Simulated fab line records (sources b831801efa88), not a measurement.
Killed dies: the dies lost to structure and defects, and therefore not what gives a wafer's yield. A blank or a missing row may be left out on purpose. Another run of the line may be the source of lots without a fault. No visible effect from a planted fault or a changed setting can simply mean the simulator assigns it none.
fab line records / flow gf180mcu
[record] lots = 14 wafers = 42 lastDay = 33
route steps=602 shown VT_IMPLANT@109 CONTACT@290 M2@365 V2@383
lots untouched by any fault: they come from a run of this same line in which no faults occurred
startH: the number of hours between the record's first day and the start of the first shown wafer of the lot / waitH: hours from the lot's prior step to this one / " same as the row above / L1.1+2: a row that stands for several wafers / - either no value or no given start / * or withheld: withheld / < > ~ a bound
route shown NAME@n: a module of which the file shows steps, and the number in the route of the first / usual: average and standard deviation across the fault-free wafers / same: alike in all rows / chamber/n: place in a boat / sites: readings site by site / _std_site: the standard deviation of these / _edge_site: the outer-site mean with the inner-site mean subtracted / radiusMm: how far each site lies from the wafer's centre / mask NAME#n: copy n / behind: the most recent tool/chamber to have shaped the wafer / hold: cause of the lot's hold/its duration in hours/its outcome / device: the n, p or np transistor that did not switch / end of line: at the end of the route, the tests of the same wafers / a step without rows: its recipe alone / killed: dies that structure and defects cost at the first sort, which is not the same as the wafer's yield / map: shows each die of a wafer: x if killed, . if not, _ if none is there
set.NAME: the setting as run; set.NAME@STEP: as run at that earlier step / model.NAME: the simulator's own value behind a step, which no gauge read
one table for each step of the route and one row for each wafer, over a sample of lots
services: from which hour (startH, from the record's first day; less than 0 if before it) a tool's chamber was out of use, for how many hours, and why
[[steps]]
[step GF_VT_IMPLANT_IMPLANT_19]
[recipe] species = As energyKev = 100 doseCm2 = 4.35e+12 tiltDeg = 7
[usual] implantIonAmu = 75/0
lot.wafer=L756.3 tool=implanter-04 chamber=0 startH=124.78 waitH=0.1 implantIonAmu=75
lot.wafer=L756.4 tool=implanter-04 chamber=0 startH=124.78 waitH=0.1 implantIonAmu=75
lot.wafer=L756.5 tool=implanter-04 chamber=0 startH=124.78 waitH=0.1 implantIonAmu=75
lot.wafer=L757.2 tool=implanter-04 chamber=0 startH=131.26 waitH=0.0 implantIonAmu=75
lot.wafer=L757.4 tool=implanter-04 chamber=0 startH=131.26 waitH=0.0 implantIonAmu=75
lot.wafer=L757.6 tool=implanter-04 chamber=0 startH=131.26 waitH=0.0 implantIonAmu=75
lot.wafer=L758.1 tool=implanter-04 chamber=0 startH=139.63 waitH=0.0 implantIonAmu=75
lot.wafer=L758.3 tool=implanter-04 chamber=0 startH=139.63 waitH=0.0 implantIonAmu=75
lot.wafer=L758.4 tool=implanter-04 chamber=0 startH=139.63 waitH=0.0 implantIonAmu=75
lot.wafer=L759.3 tool=implanter-04 chamber=0 startH=142.57 waitH=0.1 implantIonAmu=75
lot.wafer=L759.5 tool=implanter-04 chamber=0 startH=142.57 waitH=0.1 implantIonAmu=75
lot.wafer=L759.6 tool=implanter-04 chamber=0 startH=142.57 waitH=0.1 implantIonAmu=75
lot.wafer=L760.2 tool=implanter-01 chamber=0 startH=149.20 waitH=0.0 implantIonAmu=75
lot.wafer=L760.3 tool=implanter-01 chamber=0 startH=149.20 waitH=0.0 implantIonAmu=75
lot.wafer=L760.6 tool=implanter-01 chamber=0 startH=149.20 waitH=0.0 implantIonAmu=75
lot.wafer=L761.3 tool=implanter-03 chamber=0 startH=163.22 waitH=0.1 implantIonAmu=75
lot.wafer=L761.5 tool=implanter-03 chamber=0 startH=163.22 waitH=0.1 implantIonAmu=75
lot.wafer=L761.6 tool=implanter-03 chamber=0 startH=163.22 waitH=0.1 implantIonAmu=75
lot.wafer=L762.1 tool=implanter-03 chamber=0 startH=164.72 waitH=0.0 implantIonAmu=75
lot.wafer=L762.4 tool=implanter-03 chamber=0 startH=164.72 waitH=0.0 implantIonAmu=75
lot.wafer=L762.6 tool=implanter-03 chamber=0 startH=164.72 waitH=0.0 implantIonAmu=75
lot.wafer=L763.1 tool=implanter-01 chamber=0 startH=171.73 waitH=0.0 implantIonAmu=75
lot.wafer=L763.2 tool=implanter-01 chamber=0 startH=171.73 waitH=0.0 implantIonAmu=75
lot.wafer=L763.3 tool=implanter-01 chamber=0 startH=171.73 waitH=0.0 implantIonAmu=75
lot.wafer=L764.2 tool=implanter-04 chamber=0 startH=178.15 waitH=0.0 implantIonAmu=75
lot.wafer=L764.3 tool=implanter-04 chamber=0 startH=178.15 waitH=0.0 implantIonAmu=75
lot.wafer=L764.5 tool=implanter-04 chamber=0 startH=178.15 waitH=0.0 implantIonAmu=75
lot.wafer=L765.1 tool=implanter-04 chamber=0 startH=181.88 waitH=0.0 implantIonAmu=75
lot.wafer=L765.3 tool=implanter-04 chamber=0 startH=181.88 waitH=0.0 implantIonAmu=75
lot.wafer=L765.4 tool=implanter-04 chamber=0 startH=181.88 waitH=0.0 implantIonAmu=75
lot.wafer=L769.1 tool=implanter-04 chamber=0 startH=206.43 waitH=0.0 implantIonAmu=31
lot.wafer=L769.2 tool=implanter-04 chamber=0 startH=206.43 waitH=0.0 implantIonAmu=31
lot.wafer=L769.3 tool=implanter-04 chamber=0 startH=206.43 waitH=0.0 implantIonAmu=31
lot.wafer=L770.2 tool=implanter-04 chamber=0 startH=215.41 waitH=0.0 implantIonAmu=31
lot.wafer=L770.5 tool=implanter-04 chamber=0 startH=215.41 waitH=0.0 implantIonAmu=31
lot.wafer=L770.6 tool=implanter-04 chamber=0 startH=215.41 waitH=0.0 implantIonAmu=31
lot.wafer=L771.1 tool=implanter-01 chamber=0 startH=220.87 waitH=0.0 implantIonAmu=31
lot.wafer=L771.4 tool=implanter-01 chamber=0 startH=220.87 waitH=0.0 implantIonAmu=31
lot.wafer=L771.5 tool=implanter-01 chamber=0 startH=220.87 waitH=0.0 implantIonAmu=31
lot.wafer=L772.1 tool=implanter-01 chamber=0 startH=229.62 waitH=0.0 implantIonAmu=31
lot.wafer=L772.2 tool=implanter-01 chamber=0 startH=229.62 waitH=0.0 implantIonAmu=31
lot.wafer=L772.6 tool=implanter-01 chamber=0 startH=229.62 waitH=0.0 implantIonAmu=31
[step GF_VT_IMPLANT_TW_MEAS_21]
[usual] VT_IMPLANT_2_TW = 1218/19
lot.wafer=L756.3 tool=filmMetro-01 chamber=- startH=125.00 waitH=0.1 VT_IMPLANT_2_TW=1193
lot.wafer=L756.4 tool=filmMetro-01 chamber=- startH=125.00 waitH=0.1 VT_IMPLANT_2_TW=1191
lot.wafer=L756.5 tool=filmMetro-01 chamber=- startH=125.00 waitH=0.1 VT_IMPLANT_2_TW=1195
lot.wafer=L757.2 tool=filmMetro-03 chamber=- startH=131.49 waitH=0.1 VT_IMPLANT_2_TW=1241
lot.wafer=L757.4 tool=filmMetro-03 chamber=- startH=131.49 waitH=0.1 VT_IMPLANT_2_TW=1244
lot.wafer=L757.6 tool=filmMetro-03 chamber=- startH=131.49 waitH=0.1 VT_IMPLANT_2_TW=1240
lot.wafer=L758.1 tool=filmMetro-02 chamber=- startH=139.88 waitH=0.1 VT_IMPLANT_2_TW=1206
lot.wafer=L758.3 tool=filmMetro-02 chamber=- startH=139.88 waitH=0.1 VT_IMPLANT_2_TW=1199
lot.wafer=L758.4 tool=filmMetro-02 chamber=- startH=139.88 waitH=0.1 VT_IMPLANT_2_TW=1207
lot.wafer=L759.3 tool=filmMetro-03 chamber=- startH=142.79 waitH=0.1 VT_IMPLANT_2_TW=1235
lot.wafer=L759.5 tool=filmMetro-03 chamber=- startH=142.79 waitH=0.1 VT_IMPLANT_2_TW=1237
lot.wafer=L759.6 tool=filmMetro-03 chamber=- startH=142.79 waitH=0.1 VT_IMPLANT_2_TW=1239
lot.wafer=L760.2 tool=filmMetro-03 chamber=- startH=149.43 waitH=0.1 VT_IMPLANT_2_TW=1240
lot.wafer=L760.3 tool=filmMetro-03 chamber=- startH=149.43 waitH=0.1 VT_IMPLANT_2_TW=1236
lot.wafer=L760.6 tool=filmMetro-03 chamber=- startH=149.43 waitH=0.1 VT_IMPLANT_2_TW=1226
lot.wafer=L761.3 tool=filmMetro-03 chamber=- startH=163.44 waitH=0.1 VT_IMPLANT_2_TW=1230
lot.wafer=L761.5 tool=filmMetro-03 chamber=- startH=163.44 waitH=0.1 VT_IMPLANT_2_TW=1239
lot.wafer=L761.6 tool=filmMetro-03 chamber=- startH=163.44 waitH=0.1 VT_IMPLANT_2_TW=1237
lot.wafer=L762.1 tool=filmMetro-03 chamber=- startH=164.97 waitH=0.1 VT_IMPLANT_2_TW=1243
lot.wafer=L762.4 tool=filmMetro-03 chamber=- startH=164.97 waitH=0.1 VT_IMPLANT_2_TW=1233
lot.wafer=L762.6 tool=filmMetro-03 chamber=- startH=164.97 waitH=0.1 VT_IMPLANT_2_TW=1232
lot.wafer=L763.1 tool=filmMetro-02 chamber=- startH=171.98 waitH=0.1 VT_IMPLANT_2_TW=1204
lot.wafer=L763.2 tool=filmMetro-02 chamber=- startH=171.98 waitH=0.1 VT_IMPLANT_2_TW=1209
lot.wafer=L763.3 tool=filmMetro-02 chamber=- startH=171.98 waitH=0.1 VT_IMPLANT_2_TW=1214
lot.wafer=L764.2 tool=filmMetro-02 chamber=- startH=178.38 waitH=0.1 VT_IMPLANT_2_TW=1206
lot.wafer=L764.3 tool=filmMetro-02 chamber=- startH=178.38 waitH=0.1 VT_IMPLANT_2_TW=1205
lot.wafer=L764.5 tool=filmMetro-02 chamber=- startH=178.38 waitH=0.1 VT_IMPLANT_2_TW=1207
lot.wafer=L765.1 tool=filmMetro-03 chamber=- startH=182.13 waitH=0.1 VT_IMPLANT_2_TW=1236
lot.wafer=L765.3 tool=filmMetro-03 chamber=- startH=182.13 waitH=0.1 VT_IMPLANT_2_TW=1241
lot.wafer=L765.4 tool=filmMetro-03 chamber=- startH=182.13 waitH=0.1 VT_IMPLANT_2_TW=1238
lot.wafer=L769.1 tool=filmMetro-01 chamber=- startH=206.68 waitH=0.1 VT_IMPLANT_2_TW=876
lot.wafer=L769.2 tool=filmMetro-01 chamber=- startH=206.68 waitH=0.1 VT_IMPLANT_2_TW=868
lot.wafer=L769.3 tool=filmMetro-01 chamber=- startH=206.68 waitH=0.1 VT_IMPLANT_2_TW=868
lot.wafer=L770.2 tool=filmMetro-03 chamber=- startH=215.64 waitH=0.1 VT_IMPLANT_2_TW=895
lot.wafer=L770.5 tool=filmMetro-03 chamber=- startH=215.64 waitH=0.1 VT_IMPLANT_2_TW=895
lot.wafer=L770.6 tool=filmMetro-03 chamber=- startH=215.64 waitH=0.1 VT_IMPLANT_2_TW=890
lot.wafer=L771.1 tool=filmMetro-02 chamber=- startH=221.12 waitH=0.1 VT_IMPLANT_2_TW=867
lot.wafer=L771.4 tool=filmMetro-02 chamber=- startH=221.12 waitH=0.1 VT_IMPLANT_2_TW=875
lot.wafer=L771.5 tool=filmMetro-02 chamber=- startH=221.12 waitH=0.1 VT_IMPLANT_2_TW=870
lot.wafer=L772.1 tool=filmMetro-01 chamber=- startH=229.87 waitH=0.1 VT_IMPLANT_2_TW=866
lot.wafer=L772.2 tool=filmMetro-01 chamber=- startH=229.87 waitH=0.1 VT_IMPLANT_2_TW=861
lot.wafer=L772.6 tool=filmMetro-01 chamber=- startH=229.87 waitH=0.1 VT_IMPLANT_2_TW=860
[step GF_CONTACT_THK_MEAS_03]
[recipe] reads = SiO2_of_CONTACT_CVD_02
[usual] CONTACT_CVD_02_THK = 858/11
lot.wafer=L756.3 tool=filmMetro-01 chamber=- startH=345.15 waitH=0.1 CONTACT_CVD_02_THK[nm]=855
lot.wafer=L756.4 tool=filmMetro-01 chamber=- startH=345.15 waitH=0.1 CONTACT_CVD_02_THK[nm]=867
lot.wafer=L756.5 tool=filmMetro-01 chamber=- startH=345.15 waitH=0.1 CONTACT_CVD_02_THK[nm]=860
lot.wafer=L757.2 tool=filmMetro-02 chamber=- startH=353.07 waitH=0.0 CONTACT_CVD_02_THK[nm]=860
lot.wafer=L757.4 tool=filmMetro-02 chamber=- startH=353.07 waitH=0.0 CONTACT_CVD_02_THK[nm]=876
lot.wafer=L757.6 tool=filmMetro-02 chamber=- startH=353.07 waitH=0.0 CONTACT_CVD_02_THK[nm]=869
lot.wafer=L758.1 tool=filmMetro-01 chamber=- startH=365.97 waitH=0.1 CONTACT_CVD_02_THK[nm]=840
lot.wafer=L758.3 tool=filmMetro-01 chamber=- startH=365.97 waitH=0.1 CONTACT_CVD_02_THK[nm]=854
lot.wafer=L758.4 tool=filmMetro-01 chamber=- startH=365.97 waitH=0.1 CONTACT_CVD_02_THK[nm]=851
lot.wafer=L759.3 tool=filmMetro-04 chamber=- startH=366.36 waitH=0.1 CONTACT_CVD_02_THK[nm]=863
lot.wafer=L759.5 tool=filmMetro-04 chamber=- startH=366.36 waitH=0.1 CONTACT_CVD_02_THK[nm]=870
lot.wafer=L759.6 tool=filmMetro-04 chamber=- startH=366.36 waitH=0.1 CONTACT_CVD_02_THK[nm]=865
lot.wafer=L760.2 tool=filmMetro-04 chamber=- startH=374.91 waitH=0.0 CONTACT_CVD_02_THK[nm]=854
lot.wafer=L760.3 tool=filmMetro-04 chamber=- startH=374.91 waitH=0.0 CONTACT_CVD_02_THK[nm]=850
lot.wafer=L760.6 tool=filmMetro-04 chamber=- startH=374.91 waitH=0.0 CONTACT_CVD_02_THK[nm]=866
lot.wafer=L761.3 tool=filmMetro-02 chamber=- startH=387.85 waitH=0.1 CONTACT_CVD_02_THK[nm]=839
lot.wafer=L761.5 tool=filmMetro-02 chamber=- startH=387.85 waitH=0.1 CONTACT_CVD_02_THK[nm]=854
lot.wafer=L761.6 tool=filmMetro-02 chamber=- startH=387.85 waitH=0.1 CONTACT_CVD_02_THK[nm]=857
lot.wafer=L762.1 tool=filmMetro-01 chamber=- startH=392.85 waitH=0.0 CONTACT_CVD_02_THK[nm]=857
lot.wafer=L762.4 tool=filmMetro-01 chamber=- startH=392.85 waitH=0.0 CONTACT_CVD_02_THK[nm]=850
lot.wafer=L762.6 tool=filmMetro-01 chamber=- startH=392.85 waitH=0.0 CONTACT_CVD_02_THK[nm]=856
lot.wafer=L763.1 tool=filmMetro-02 chamber=- startH=404.29 waitH=0.0 CONTACT_CVD_02_THK[nm]=853
lot.wafer=L763.2 tool=filmMetro-02 chamber=- startH=404.29 waitH=0.0 CONTACT_CVD_02_THK[nm]=849
lot.wafer=L763.3 tool=filmMetro-02 chamber=- startH=404.29 waitH=0.0 CONTACT_CVD_02_THK[nm]=842
lot.wafer=L764.2 tool=filmMetro-04 chamber=- startH=410.29 waitH=0.0 CONTACT_CVD_02_THK[nm]=868
lot.wafer=L764.3 tool=filmMetro-04 chamber=- startH=410.29 waitH=0.0 CONTACT_CVD_02_THK[nm]=868
lot.wafer=L764.5 tool=filmMetro-04 chamber=- startH=410.29 waitH=0.0 CONTACT_CVD_02_THK[nm]=875
lot.wafer=L765.1 tool=filmMetro-01 chamber=- startH=415.55 waitH=0.1 CONTACT_CVD_02_THK[nm]=850
lot.wafer=L765.3 tool=filmMetro-01 chamber=- startH=415.55 waitH=0.1 CONTACT_CVD_02_THK[nm]=873
lot.wafer=L765.4 tool=filmMetro-01 chamber=- startH=415.55 waitH=0.1 CONTACT_CVD_02_THK[nm]=869
lot.wafer=L769.1 tool=filmMetro-02 chamber=- startH=456.22 waitH=0.1 CONTACT_CVD_02_THK[nm]=845
lot.wafer=L769.2 tool=filmMetro-02 chamber=- startH=456.22 waitH=0.1 CONTACT_CVD_02_THK[nm]=852
lot.wafer=L769.3 tool=filmMetro-02 chamber=- startH=456.22 waitH=0.1 CONTACT_CVD_02_THK[nm]=866
lot.wafer=L770.2 tool=filmMetro-02 chamber=- startH=463.47 waitH=0.0 CONTACT_CVD_02_THK[nm]=851
lot.wafer=L770.5 tool=filmMetro-02 chamber=- startH=463.47 waitH=0.0 CONTACT_CVD_02_THK[nm]=864
lot.wafer=L770.6 tool=filmMetro-02 chamber=- startH=463.47 waitH=0.0 CONTACT_CVD_02_THK[nm]=867
lot.wafer=L771.1 tool=filmMetro-02 chamber=- startH=471.48 waitH=0.0 CONTACT_CVD_02_THK[nm]=838
lot.wafer=L771.4 tool=filmMetro-02 chamber=- startH=471.48 waitH=0.0 CONTACT_CVD_02_THK[nm]=861
lot.wafer=L771.5 tool=filmMetro-02 chamber=- startH=471.48 waitH=0.0 CONTACT_CVD_02_THK[nm]=858
lot.wafer=L772.1 tool=filmMetro-01 chamber=- startH=482.04 waitH=0.0 CONTACT_CVD_02_THK[nm]=846
lot.wafer=L772.2 tool=filmMetro-01 chamber=- startH=482.04 waitH=0.0 CONTACT_CVD_02_THK[nm]=848
lot.wafer=L772.6 tool=filmMetro-01 chamber=- startH=482.04 waitH=0.0 CONTACT_CVD_02_THK[nm]=858
[step GF_M2_SPUTTER_03]
[recipe] material = Ti targetThkNm = 10 substrateTempC = 300 chamberPressurePa = 0.3 powerW = 3000 timeS = 6.7
[usual] throttleValvePct = 29.2/0.82
lot.wafer=L756.3 tool=pvdSputter-02 chamber=- startH=419.42 waitH=0.0 throttleValvePct=28.2
lot.wafer=L756.4 tool=pvdSputter-02 chamber=- startH=419.42 waitH=0.0 throttleValvePct=28.9
lot.wafer=L756.5 tool=pvdSputter-02 chamber=- startH=419.42 waitH=0.0 throttleValvePct=28.8
lot.wafer=L757.2 tool=pvdSputter-02 chamber=- startH=426.84 waitH=0.0 throttleValvePct=28.7
lot.wafer=L757.4 tool=pvdSputter-02 chamber=- startH=426.84 waitH=0.0 throttleValvePct=28.1
lot.wafer=L757.6 tool=pvdSputter-02 chamber=- startH=426.84 waitH=0.0 throttleValvePct=28.7
lot.wafer=L758.1 tool=pvdSputter-02 chamber=- startH=440.55 waitH=0.0 throttleValvePct=29.1
lot.wafer=L758.3 tool=pvdSputter-02 chamber=- startH=440.55 waitH=0.0 throttleValvePct=28.6
lot.wafer=L758.4 tool=pvdSputter-02 chamber=- startH=440.55 waitH=0.0 throttleValvePct=29.8
lot.wafer=L759.3 tool=pvdSputter-03 chamber=- startH=441.06 waitH=0.0 throttleValvePct=29.2
lot.wafer=L759.5 tool=pvdSputter-03 chamber=- startH=441.06 waitH=0.0 throttleValvePct=30.0
lot.wafer=L759.6 tool=pvdSputter-03 chamber=- startH=441.06 waitH=0.0 throttleValvePct=28.0
lot.wafer=L760.2 tool=pvdSputter-02 chamber=- startH=451.79 waitH=0.0 throttleValvePct=28.3
lot.wafer=L760.3 tool=pvdSputter-02 chamber=- startH=451.79 waitH=0.0 throttleValvePct=29.8
lot.wafer=L760.6 tool=pvdSputter-02 chamber=- startH=451.79 waitH=0.0 throttleValvePct=29.9
lot.wafer=L761.3 tool=pvdSputter-03 chamber=- startH=464.15 waitH=0.0 throttleValvePct=28.3
lot.wafer=L761.5 tool=pvdSputter-03 chamber=- startH=464.15 waitH=0.0 throttleValvePct=29.9
lot.wafer=L761.6 tool=pvdSputter-03 chamber=- startH=464.15 waitH=0.0 throttleValvePct=28.3
lot.wafer=L762.1 tool=pvdSputter-04 chamber=- startH=469.28 waitH=0.0 throttleValvePct=31.2
lot.wafer=L762.4 tool=pvdSputter-04 chamber=- startH=469.28 waitH=0.0 throttleValvePct=30.0
lot.wafer=L762.6 tool=pvdSputter-04 chamber=- startH=469.28 waitH=0.0 throttleValvePct=31.3
lot.wafer=L763.1 tool=pvdSputter-02 chamber=- startH=480.94 waitH=0.0 throttleValvePct=29.1
lot.wafer=L763.2 tool=pvdSputter-02 chamber=- startH=480.94 waitH=0.0 throttleValvePct=28.2
lot.wafer=L763.3 tool=pvdSputter-02 chamber=- startH=480.94 waitH=0.0 throttleValvePct=29.1
lot.wafer=L764.2 tool=pvdSputter-03 chamber=- startH=487.88 waitH=0.0 throttleValvePct=27.9
lot.wafer=L764.3 tool=pvdSputter-03 chamber=- startH=487.88 waitH=0.0 throttleValvePct=29.9
lot.wafer=L764.5 tool=pvdSputter-03 chamber=- startH=487.88 waitH=0.0 throttleValvePct=30.0
lot.wafer=L765.1 tool=pvdSputter-03 chamber=- startH=492.59 waitH=0.0 throttleValvePct=30.3
lot.wafer=L765.3 tool=pvdSputter-03 chamber=- startH=492.59 waitH=0.0 throttleValvePct=28.2
lot.wafer=L765.4 tool=pvdSputter-03 chamber=- startH=492.59 waitH=0.0 throttleValvePct=28.9
lot.wafer=L769.1 tool=pvdSputter-03 chamber=- startH=536.21 waitH=0.0 throttleValvePct=28.1
lot.wafer=L769.2 tool=pvdSputter-03 chamber=- startH=536.21 waitH=0.0 throttleValvePct=29.2
lot.wafer=L769.3 tool=pvdSputter-03 chamber=- startH=536.21 waitH=0.0 throttleValvePct=30.0
lot.wafer=L770.2 tool=pvdSputter-03 chamber=- startH=539.98 waitH=0.0 throttleValvePct=29.9
lot.wafer=L770.5 tool=pvdSputter-03 chamber=- startH=539.98 waitH=0.0 throttleValvePct=29.9
lot.wafer=L770.6 tool=pvdSputter-03 chamber=- startH=539.98 waitH=0.0 throttleValvePct=28.9
lot.wafer=L771.1 tool=pvdSputter-03 chamber=- startH=546.37 waitH=0.0 throttleValvePct=28.0
lot.wafer=L771.4 tool=pvdSputter-03 chamber=- startH=546.37 waitH=0.0 throttleValvePct=30.0
lot.wafer=L771.5 tool=pvdSputter-03 chamber=- startH=546.37 waitH=0.0 throttleValvePct=28.9
lot.wafer=L772.1 tool=pvdSputter-03 chamber=- startH=559.45 waitH=0.0 throttleValvePct=28.0
lot.wafer=L772.2 tool=pvdSputter-03 chamber=- startH=559.45 waitH=0.0 throttleValvePct=30.0
lot.wafer=L772.6 tool=pvdSputter-03 chamber=- startH=559.45 waitH=0.0 throttleValvePct=28.0
[step GF_V2_THK_MEAS_01]
[recipe] reads = SiO2_of_V2_CVD_00
[usual] V2_CVD_00_THK = 601/5.7
lot.wafer=L756.3 tool=filmMetro-01 chamber=- startH=445.09 waitH=0.1 V2_CVD_00_THK[nm]=592
lot.wafer=L756.4 tool=filmMetro-01 chamber=- startH=445.09 waitH=0.1 V2_CVD_00_THK[nm]=597
lot.wafer=L756.5 tool=filmMetro-01 chamber=- startH=445.09 waitH=0.1 V2_CVD_00_THK[nm]=600
lot.wafer=L757.2 tool=filmMetro-02 chamber=- startH=452.13 waitH=0.0 V2_CVD_00_THK[nm]=604
lot.wafer=L757.4 tool=filmMetro-02 chamber=- startH=452.13 waitH=0.0 V2_CVD_00_THK[nm]=600
lot.wafer=L757.6 tool=filmMetro-02 chamber=- startH=452.13 waitH=0.0 V2_CVD_00_THK[nm]=593
lot.wafer=L758.1 tool=filmMetro-04 chamber=- startH=465.22 waitH=0.0 V2_CVD_00_THK[nm]=587
lot.wafer=L758.3 tool=filmMetro-04 chamber=- startH=465.22 waitH=0.0 V2_CVD_00_THK[nm]=592
lot.wafer=L758.4 tool=filmMetro-04 chamber=- startH=465.22 waitH=0.0 V2_CVD_00_THK[nm]=593
lot.wafer=L759.3 tool=filmMetro-01 chamber=- startH=466.24 waitH=0.1 V2_CVD_00_THK[nm]=604
lot.wafer=L759.5 tool=filmMetro-01 chamber=- startH=466.24 waitH=0.1 V2_CVD_00_THK[nm]=604
lot.wafer=L759.6 tool=filmMetro-01 chamber=- startH=466.24 waitH=0.1 V2_CVD_00_THK[nm]=605
lot.wafer=L760.2 tool=filmMetro-04 chamber=- startH=475.55 waitH=0.0 V2_CVD_00_THK[nm]=595
lot.wafer=L760.3 tool=filmMetro-04 chamber=- startH=475.55 waitH=0.0 V2_CVD_00_THK[nm]=609
lot.wafer=L760.6 tool=filmMetro-04 chamber=- startH=475.55 waitH=0.0 V2_CVD_00_THK[nm]=607
lot.wafer=L761.3 tool=filmMetro-04 chamber=- startH=489.43 waitH=0.1 V2_CVD_00_THK[nm]=602
lot.wafer=L761.5 tool=filmMetro-04 chamber=- startH=489.43 waitH=0.1 V2_CVD_00_THK[nm]=602
lot.wafer=L761.6 tool=filmMetro-04 chamber=- startH=489.43 waitH=0.1 V2_CVD_00_THK[nm]=603
lot.wafer=L762.1 tool=filmMetro-01 chamber=- startH=494.09 waitH=0.0 V2_CVD_00_THK[nm]=599
lot.wafer=L762.4 tool=filmMetro-01 chamber=- startH=494.09 waitH=0.0 V2_CVD_00_THK[nm]=600
lot.wafer=L762.6 tool=filmMetro-01 chamber=- startH=494.09 waitH=0.0 V2_CVD_00_THK[nm]=600
lot.wafer=L763.1 tool=filmMetro-02 chamber=- startH=505.59 waitH=0.0 V2_CVD_00_THK[nm]=609
lot.wafer=L763.2 tool=filmMetro-02 chamber=- startH=505.59 waitH=0.0 V2_CVD_00_THK[nm]=604
lot.wafer=L763.3 tool=filmMetro-02 chamber=- startH=505.59 waitH=0.0 V2_CVD_00_THK[nm]=603
lot.wafer=L764.2 tool=filmMetro-02 chamber=- startH=512.74 waitH=0.0 V2_CVD_00_THK[nm]=600
lot.wafer=L764.3 tool=filmMetro-02 chamber=- startH=512.74 waitH=0.0 V2_CVD_00_THK[nm]=598
lot.wafer=L764.5 tool=filmMetro-02 chamber=- startH=512.74 waitH=0.0 V2_CVD_00_THK[nm]=605
lot.wafer=L765.1 tool=filmMetro-04 chamber=- startH=516.60 waitH=0.0 V2_CVD_00_THK[nm]=597
lot.wafer=L765.3 tool=filmMetro-04 chamber=- startH=516.60 waitH=0.0 V2_CVD_00_THK[nm]=600
lot.wafer=L765.4 tool=filmMetro-04 chamber=- startH=516.60 waitH=0.0 V2_CVD_00_THK[nm]=594
lot.wafer=L769.1 tool=filmMetro-01 chamber=- startH=559.05 waitH=0.0 V2_CVD_00_THK[nm]=602
lot.wafer=L769.2 tool=filmMetro-01 chamber=- startH=559.05 waitH=0.0 V2_CVD_00_THK[nm]=596
lot.wafer=L769.3 tool=filmMetro-01 chamber=- startH=559.05 waitH=0.0 V2_CVD_00_THK[nm]=597
lot.wafer=L770.2 tool=filmMetro-02 chamber=- startH=563.02 waitH=0.0 V2_CVD_00_THK[nm]=602
lot.wafer=L770.5 tool=filmMetro-02 chamber=- startH=563.02 waitH=0.0 V2_CVD_00_THK[nm]=604
lot.wafer=L770.6 tool=filmMetro-02 chamber=- startH=563.02 waitH=0.0 V2_CVD_00_THK[nm]=599
lot.wafer=L771.1 tool=filmMetro-01 chamber=- startH=569.23 waitH=0.0 V2_CVD_00_THK[nm]=606
lot.wafer=L771.4 tool=filmMetro-01 chamber=- startH=569.23 waitH=0.0 V2_CVD_00_THK[nm]=605
lot.wafer=L771.5 tool=filmMetro-01 chamber=- startH=569.23 waitH=0.0 V2_CVD_00_THK[nm]=598
lot.wafer=L772.1 tool=filmMetro-01 chamber=- startH=582.30 waitH=0.0 V2_CVD_00_THK[nm]=606
lot.wafer=L772.2 tool=filmMetro-01 chamber=- startH=582.30 waitH=0.0 V2_CVD_00_THK[nm]=605
lot.wafer=L772.6 tool=filmMetro-01 chamber=- startH=582.30 waitH=0.0 V2_CVD_00_THK[nm]=599
[[services]]
tool=implanter-01 chamber=- startH=103.87 hours=2.5 kind=repair
tool=implanter-04 chamber=- startH=160.48 hours=5.1 kind=pm
tool=pvdSputter-03 chamber=- startH=223.30 hours=3.0 kind=repair
tool=implanter-04 chamber=- startH=225.39 hours=2.2 kind=repair
tool=implanter-03 chamber=- startH=255.59 hours=60.5 kind=pm
tool=pvdSputter-02 chamber=- startH=321.85 hours=2.3 kind=repair
tool=pvdSputter-04 chamber=- startH=326.65 hours=2.0 kind=repair
tool=implanter-03 chamber=- startH=331.15 hours=1.5 kind=repair
tool=pvdSputter-03 chamber=- startH=355.78 hours=16.3 kind=repair
tool=implanter-04 chamber=- startH=369.97 hours=0.8 kind=repair
tool=implanter-03 chamber=- startH=376.56 hours=5.9 kind=pm
tool=implanter-01 chamber=- startH=408.66 hours=3.9 kind=pm
tool=pvdSputter-03 chamber=- startH=409.18 hours=7.5 kind=repair
tool=pvdSputter-03 chamber=- startH=417.51 hours=1.7 kind=repair
tool=implanter-01 chamber=- startH=425.96 hours=1.3 kind=repair
tool=implanter-04 chamber=- startH=441.15 hours=7.0 kind=repair
tool=pvdSputter-02 chamber=- startH=441.95 hours=4.5 kind=repair
tool=implanter-03 chamber=- startH=457.17 hours=4.2 kind=pm
tool=pvdSputter-02 chamber=- startH=460.66 hours=10.0 kind=repair
tool=implanter-04 chamber=- startH=476.31 hours=8.9 kind=pm
tool=implanter-03 chamber=- startH=514.37 hours=6.7 kind=repair
tool=pvdSputter-02 chamber=- startH=526.69 hours=1.0 kind=repair
tool=implanter-03 chamber=- startH=529.81 hours=3.8 kind=repair
tool=implanter-04 chamber=- startH=548.81 hours=3.2 kind=repair
[[key]]
[firstSign] step = GF_VT_IMPLANT_IMPLANT_19 reading = implantIonAmu direction = down sigmas = 99+ usual = 75 struck = 31
[effect] step = GF_VT_IMPLANT_TW_MEAS_21 reading = VT_IMPLANT_2_TW direction = down sigmas = 18 usual = 1218 struck = 874
metAt GF_VT_IMPLANT_IMPLANT_19
struckLots L769,L770,L771,L772
testerLeftOut L769,L770,L771,L772
notActingAt GF_CONTACT_THK_MEAS_03,GF_M2_SPUTTER_03,GF_V2_THK_MEAS_01
onsetBetween 181.88 206.43
[fault] kind = wrongRecipeDownload tool = implanter-01,implanter-03,implanter-04 chamber = - onsetH = 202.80 steps = GF_VT_IMPLANT_IMPLANT_19 wrongRecipe.notListed = 1
// testerLeftOut: of these lots the tester's yield and bins aren't shown, on N5 and GAA mostly nor the transistor test; their killed dies are dies lost to structure and defects alone, not to doping, threshold or leakage, so they don't give the yield
